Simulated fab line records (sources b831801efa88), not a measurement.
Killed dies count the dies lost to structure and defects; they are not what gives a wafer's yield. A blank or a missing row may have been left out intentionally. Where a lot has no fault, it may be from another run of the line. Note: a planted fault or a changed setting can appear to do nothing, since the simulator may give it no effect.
8D (eight disciplines) problem report, filled in by code    flow gf180mcu    the parts of the form that need people (team, actions taken, sign-off) are left out

1. PROBLEM STATEMENT
chamberPressurePa at GF_V3_SPUTTER_22 reads a mean of 4.795 Pa on 6 wafers of 2 lots; wafers without a fault read 5.000 Pa with a standard deviation of 0.01. Measured from the usual mean, that is -21 standard deviations.
The step: material TiN, target thk 10 nm, time 40 s.
Seen first at day 23 15:13 on pvdSputter-04, wafer L480.1. The record holds 18 wafers of 6 lots with a number at this step. Rule for "out", or "out of limits": more than 4 standard deviations from the usual mean. All remaining wafers that have a number are taken as sound.

2. WHAT IT IS; WHAT IT IS NOT
question                     is                      is not
which readings at this step  chamberPressurePa       throttleValvePct
which lots                   L480, L482              L478, L491, L497, L500
which wafers of those lots   all that have a number  -
read on which tools          pvdSputter-04           pvdSputter-02, pvdSputter-03
when                         from day 23 15:13       up to then (3 sound wafers); but 9 sound wafers of L491, L497, L500 came after

3. SUSPECTS, AND WHAT RULES EACH OUT
Counting: a tool at a process step up to the reading stays a suspect if it ran every lot that is out and no sound lot after the first of them.
- rieDiel-01 at GF_V3_ETCH_16 (etches BARC in N2/H2): ruled out as a lasting fault. Following L480 (day 23 14:29), the first lot on it that is out, the sound lots L500 were run on it.
- rieDiel-01 at GF_V3_ETCH_17 (etches SiO2 in C4F8/O2/Ar, stops on TiN, target depth 635 nm): ruled out as a lasting fault. Following L480 (day 23 14:37), the first lot on it that is out, the sound lots L500 were run on it. Because GF_V3_ETCH_17 lacks a start for some lots, the hours and order of its lots are taken from GF_V3_STRIP_18.
- pvdSputter-04 at GF_V3_SPUTTER_21 (material Ti, target thk 15 nm, time 80.02 s): kept. All lots that are out passed through it, beginning with L480 at day 23 15:10, and no sound lot followed; its final sound lot before that point was L478 at day 22 22:55.
- pvdSputter-04 at GF_V3_SPUTTER_22 (material TiN, target thk 10 nm, time 40 s): kept. All lots that are out passed through it, beginning with L480 at day 23 15:13, and no sound lot followed; its final sound lot before that point was L478 at day 22 22:58. Its own readings are out on those wafers: chamberPressurePa.
After counting, pvdSputter-04 at GF_V3_SPUTTER_21 and pvdSputter-04 at GF_V3_SPUTTER_22 remain.

4. THE CAUSE (what the simulator had put in)
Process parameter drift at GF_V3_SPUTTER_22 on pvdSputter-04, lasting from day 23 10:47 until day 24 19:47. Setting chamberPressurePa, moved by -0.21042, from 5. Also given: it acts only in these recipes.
2 suspects survive the count, and this tool is in that group.

5. SEQUENCE OF EFFECTS, ordered by route
Each row: a reading where the mean over the struck wafers with a number is more than 3 standard deviations away from the usual. Readings are gone through only where the record gives a usual standard deviation; hours: the median, over the lots, of the time from a lot's start at the first step in this table giving one to that lot's start at this step; sigmas: the change measured in usual standard deviations.
hours  step              reading            usual     on struck wafers  change  sigmas
0      GF_V3_SPUTTER_22  chamberPressurePa  5.000 Pa  4.795             -0.205  -21
Its process steps:
- GF_V3_SPUTTER_22: material TiN, target thk 10 nm, time 40 s.

6. HOW IT WOULD HAVE BEEN CAUGHT EARLIER
The fault began at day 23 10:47; the first out-of-limits reading in this record came at day 23 15:13, 4 hours later.
